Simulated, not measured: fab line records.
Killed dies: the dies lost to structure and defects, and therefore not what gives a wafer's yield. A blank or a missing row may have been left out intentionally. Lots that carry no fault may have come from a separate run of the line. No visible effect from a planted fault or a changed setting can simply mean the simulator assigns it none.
Which tool was responsible?	flow sky130	12 lots, 36 wafers sampled, at 5 steps of a route of 708

== WHAT THE GAUGES READ, wafer by wafer ==
SKY_NWELL_TW_MEAS_26.
lot	measured	on	NWELL_2_TW
L930	day 5 04:52	filmMetro-01	491 492 492
L931	day 5 13:01	filmMetro-04	493 495 491
L932	day 5 19:58	filmMetro-02	501 499 497
L935	day 7 09:55	filmMetro-01	493 494 492
L936	day 7 10:19	filmMetro-04	494 492 494
L938	day 8 07:41	filmMetro-04	448 449 448 449 446 449
L940	day 8 08:59	filmMetro-01	493 493 493
L941	day 9 05:35	filmMetro-04	451 450 450 452 451 450
L948	day 10 07:08	filmMetro-01	488 486 487
L949	day 10 10:11	filmMetro-04	494 496 495
L952	day 10 20:35	filmMetro-02	496 498 498
L953	day 11 06:10	filmMetro-01	493 492 493

SKY_NWELL_RS_MEAS_31: measures by four-point-probe.
lot	measured	on	PWDE_RS (ohm/sq)
L930	day 5 05:19	filmMetro-04	5245 5255 5264
L931	day 5 13:28	filmMetro-02	5295 5299 5288
L932	day 5 20:25	filmMetro-04	5255 5246 5252
L935	day 7 10:22	filmMetro-02	5249 5242 5226
L936	day 7 10:48	filmMetro-01	5277 5249 5255
L938	day 8 09:34	filmMetro-04	5291 5296 5286
L940	day 8 09:26	filmMetro-04	5269 5291 5252
L941	day 9 11:57	filmMetro-04	5254 5258 5260
L948	day 10 07:42	filmMetro-01	5296 5306 5292
L949	day 10 10:46	filmMetro-04	5247 5259 5283
L952	day 10 21:10	filmMetro-01	5270 5276 5260
L953	day 11 06:37	filmMetro-02	5247 5270 5261

== TOOL THAT RAN EACH LOT (tool first, then ch and the chambers of the sampled wafers, then the start) ==
lot	SKY_PWDE_STRIP_09	SKY_NWELL_IMPLANT_24	SKY_NWELL_RTA_28
L930	plasmaAsher-04 ch 0,1, day 3 20:44	implanter-03 ch 0, day 5 04:37	rtpAnneal-01 ch 0, day 5 04:59
L931	plasmaAsher-04 ch 0, day 4 03:33	implanter-04 ch 0, day 5 12:46	rtpAnneal-01 ch 0, day 5 13:07
L932	plasmaAsher-03 ch 0,1, day 4 09:59	implanter-03 ch 0, day 5 19:43	rtpAnneal-02 ch 0, day 5 20:04
L935	plasmaAsher-02 ch 1, day 5 20:07	implanter-02 ch 0, day 7 09:40	rtpAnneal-02 ch 0, day 7 10:02
L936	plasmaAsher-03 ch 0,1, day 5 20:30	implanter-04 ch 0, day 7 10:04	rtpAnneal-01 ch 0, day 7 10:27
L938	plasmaAsher-03 ch 0,1, day 6 14:49	implanter-04 ch 0, day 8 07:28	rtpAnneal-01 ch 0, day 8 08:59
L940	plasmaAsher-03 ch 0,1, day 6 15:14	implanter-02 ch 0, day 8 08:45	rtpAnneal-01 ch 0, day 8 09:06
L941	plasmaAsher-02 ch 0,1, day 7 10:54	implanter-04 ch 0, day 9 05:22	rtpAnneal-01 ch 0, day 9 11:37
L948	plasmaAsher-03 ch 0,1, day 8 10:15	implanter-03 ch 0, day 10 06:55	rtpAnneal-02 ch 0, day 10 07:17
L949	plasmaAsher-04 ch 0,1, day 8 14:27	implanter-03 ch 0, day 10 09:58	rtpAnneal-02 ch 0, day 10 10:21
L952	plasmaAsher-02 ch 0,1, day 8 23:33	implanter-03 ch 0, day 10 20:23	rtpAnneal-02 ch 0, day 10 20:46
L953	plasmaAsher-02 ch 0,1, day 9 09:00	implanter-03 ch 0, day 11 05:55	rtpAnneal-02 ch 0, day 11 06:16
- SKY_PWDE_STRIP_09: strips in O2/N2.
- SKY_NWELL_IMPLANT_24
- SKY_NWELL_RTA_28: time 30 s.

== WHAT THE TOOLS THEMSELVES READ (means of the sampled wafers that have a number; where no wafer has one, the mark that the record gives instead) ==
SKY_PWDE_STRIP_09.
lot	tool	drypumpMotorCurrentA (A)	oesProductAu (a.u.)	stripTimeToEndpointS (s)
L930	plasmaAsher-04	5.4	0.723	37.04
L931	plasmaAsher-04	5.8	0.723	36.74
L932	plasmaAsher-03	5.5	0.722	36.82
L935	plasmaAsher-02	5.2	0.725	36.84
L936	plasmaAsher-03	5.5	0.722	37.07
L938	plasmaAsher-03	5.6	0.724	36.94
L940	plasmaAsher-03	5.9	0.721	36.95
L941	plasmaAsher-02	5.5	0.721	37.13
L948	plasmaAsher-03	5.9	0.719	37.01
L949	plasmaAsher-04	5.6	0.724	36.96
L952	plasmaAsher-02	5.8	0.723	37.06
L953	plasmaAsher-02	5.8	0.723	36.96

SKY_NWELL_IMPLANT_24.
lot	tool	doseIonsCm2	faradayCurrentUA
L930	implanter-03	9.2e+12	50.8
L931	implanter-04	9.2e+12	52.2
L932	implanter-03	9.2e+12	52.2
L935	implanter-02	9.2e+12	51.7
L936	implanter-04	9.2e+12	53.0
L938	implanter-04	6.8e+12	38.4
L940	implanter-02	9.2e+12	52.7
L941	implanter-04	6.8e+12	37.7
L948	implanter-03	9.2e+12	52.5
L949	implanter-03	9.2e+12	51.6
L952	implanter-03	9.2e+12	52.7
L953	implanter-03	9.2e+12	51.7

SKY_NWELL_RTA_28.
lot	tool	lampPowerPct (%)	rampDownCPerS	wafer_temp_C_max
L930	rtpAnneal-01	25.32	90.009	1055.0
L931	rtpAnneal-01	25.31	89.995	1054.6
L932	rtpAnneal-02	25.28	90.000	1054.5
L935	rtpAnneal-02	25.29	90.003	1055.0
L936	rtpAnneal-01	25.32	89.998	1054.7
L938	rtpAnneal-01	25.33	89.997	1054.3
L940	rtpAnneal-01	25.27	90.017	1054.3
L941	rtpAnneal-01	25.32	89.997	1056.1
L948	rtpAnneal-02	25.30	90.006	1055.4
L949	rtpAnneal-02	25.27	90.000	1055.3
L952	rtpAnneal-02	25.30	89.999	1054.1
L953	rtpAnneal-02	25.32	89.985	1054.5

== THE ANSWER, worked out from the rows above alone ==
Rule: what is usual is taken from the lots themselves. The widest of any qualifying gaps counts: lots, ordered by their means at a reading, are off when they make up no more than a third of the lots, leave a main group of 4 or more, and stand apart from it by 3 or more times the standard deviation of that group's means. A main group is skipped when, at the precision printed for the reading in the tables above, its means are all equal. A lot without any number at a reading at which 4 lots or more have one is off too. All remaining lots with rows at the step are treated as sound. Order of review: gauges by route order, followed by the tools' own readings, for which a lot's mean as printed above is used. At the first step where some lot is off, the reading lying furthest off is the one used; lots without a number count as furthest.
Off: at SKY_NWELL_TW_MEAS_26 (NWELL_2_TW), L938, L941. Mean 494 and standard deviation 3.1 in the main group.
A tool fits if, at a process step before that reading, it ran every lot that is off, and no sound lot after the first of them. Not tried: the gauges at SKY_NWELL_TW_MEAS_26; whatever is off there is also off at SKY_NWELL_IMPLANT_24, on other tools, and gauge error can't account for it. One fits: SKY_NWELL_IMPLANT_24 on implanter-04. A fault onset in the window from L936 (day 7 10:04, its last sound lot) to L938 (day 8 07:28, its first lot off) fits.
The tool's own readings at SKY_NWELL_IMPLANT_24 bear it out: on the lots that are off they differ by more than 5 times the standard deviation of the sound lots' means. doseIonsCm2 reads 6.8e+12 there against 9.2e+12 on the sound lots; faradayCurrentUA reads 38.0 there against 52.1 on the sound lots.

== WHAT THE SIMULATOR HAD INSERTED ==
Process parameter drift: implanter-04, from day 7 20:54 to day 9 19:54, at SKY_NWELL_IMPLANT_24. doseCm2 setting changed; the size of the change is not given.
Struck lots among those shown: L938, L941. The rule given above showed the same thing.
